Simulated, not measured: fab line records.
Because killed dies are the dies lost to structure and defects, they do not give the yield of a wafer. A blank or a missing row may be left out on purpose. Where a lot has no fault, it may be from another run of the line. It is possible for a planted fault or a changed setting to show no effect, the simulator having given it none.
Comparing a struck lot with a sound one    flow gf180mcu    17 out of 602 route steps
Sound: wafers L557.1, L557.2, L557.5. Struck: wafers L561.2, L561.4 (left out: L561.6, a lot-mate that was not struck); the cause follows at the end.
At each step with rows: each side's tool, then ch and its chambers, then its first start. Under that, the readings that differ: sound wafers    struck wafers    difference of the means    sigmas: that difference in standard deviations of wafers without a fault.
alike: words and numbers the same on both sides, and readings whose means are apart by under 2 such deviations; not compared: readings that were withheld, readings missing a value for some wafer, numbers with overlapping values and no deviation given by the record, and bounds like >300 which may hide the same value.
A row with sigmas, a row that says differs or no value, or rows on one side alone: a step with any of these is where the two part. When numbers do not overlap yet have no deviation, they are printed without sigmas and do not part them. A reading missing from all wafers of one side parts the sides only when that side holds two or more wafers.

first, 4 steps without rows for these wafers: GF_M4_SOFTBAKE_10 (time 60 s); GF_M4_EXPOSE_11 (exposes mask Metal4, target cd 280 nm); GF_M4_PEB_12 (peb time 90 s); GF_M4_DEVELOP_13 (develop time 60 s).
GF_M4_CD_MEAS_14: the cd target is 280 nm.
  sound: cd-sem-02 at day 25 14:41; struck: cd-sem-02 at day 26 22:02
  alike: cd-nm
GF_M4_OVL_MEAS_15:
  sound: overlay-02 at day 25 14:49; struck: overlay-02 at day 26 22:08
  alike: M4_OVL
GF_M4_METAL_ETCH_16: etches the open film in Cl2/BCl3, stops on SiO2, target depth 627.5 nm, time 104.6 s.
  sound on rie-metal-01 ch 0,1, day 25 14:51; struck on rie-metal-03 ch 0,1, day 26 22:10
reading                sound              struck       difference  sigmas
bcl3-flow-sccm (sccm)  40.19 40.09 40.27  39.83 39.97  -0.28       -3
  alike: drypump-motor-current-A, he-backside-leak-sccm, oes-product-au, throttle-valve-pct
  not compared: rf-hours-counter-h
GF_M4_STRIP_17: strips in O2/N2.
  sound on plasma-asher-04 ch 0,1, day 25 14:58; struck on plasma-asher-04 ch 0,1, day 26 22:19
  alike: drypump-motor-current-A, heater-power-w, oes-product-au, strip-time-to-endpoint-s
  not compared: rf-hours-counter-h
then, 3 steps without rows for these wafers: GF_M4_STRIP_18 (strips in post etch residue remover, time 1200 s); GF_M4_CLEAN_19 (cleans in DIW); GF_V4_CVD_00 (deposits SiO2, target thk 600 nm, time 100 s).
GF_V4_THK_MEAS_01:
  sound: film-metro-02 at day 25 15:34; struck: film-metro-01 at day 26 22:56
  alike: V4_CVD_00_THK
GF_V4_CVD_02: deposits SiO2 from TEOS, target thk 850 nm, time 94.851 s.
  sound on pecvd-01 ch 0,1,2, day 25 15:38; struck on pecvd-01 ch 0, day 26 22:59
reading                              sound              struck       difference  sigmas
rf-fwd-power-W (W)                   599.6 599.7 595.3  501.1 498.7  -98.3       -41
model.SiO2_of_V4_CVD_02.thk-nm (nm)  849.9 862.8 862.2  810.2 822.2  -42.1       
  alike: heater-power-outer-w, heater-power-w
GF_V4_THK_MEAS_03:
  sound: film-metro-01 at day 25 15:42; struck: film-metro-02 at day 26 23:06
reading             sound        struck   difference  sigmas
V4_CVD_02_THK (nm)  849 862 862  809 822  -42         -3
GF_V4_CMP_04: polishes SiO2.
  sound on cmp-02 ch 0,3, day 25 15:49; struck on cmp-01 ch 0,1, day 26 23:15
reading                  sound              struck       difference  sigmas
head-pressure-psi (psi)  4.018 4.008 4.016  3.992 3.997  -0.020      -2
time-to-endpoint-s (s)   89 88 90           63 73        -21         -4
  alike: motor-current-A
GF_V4_BOW_MEAS_05:
  sound: film-metro-04 at day 25 16:04; struck: film-metro-01 at day 26 23:28
reading      sound        struck   difference  sigmas
V4_BOW (um)  115 110 110  138 134  +24         +3
-- the record jumps here: 5 days lie between the struck wafers' starts before and after (it left off in module V4 and takes up again in module PASSIVATION, whose first step shown is number 602 of the route) --
GF_PASSIVATION_PROBE_99:
  rows exist in the record for the struck wafers here (prober-01, day 31 23:58), but not for the sound ones

== WHERE THEY PART ==
Last at GF_PASSIVATION_PROBE_99 as far as this record goes, first at GF_M4_METAL_ETCH_16.

WHY: what the simulator had put in
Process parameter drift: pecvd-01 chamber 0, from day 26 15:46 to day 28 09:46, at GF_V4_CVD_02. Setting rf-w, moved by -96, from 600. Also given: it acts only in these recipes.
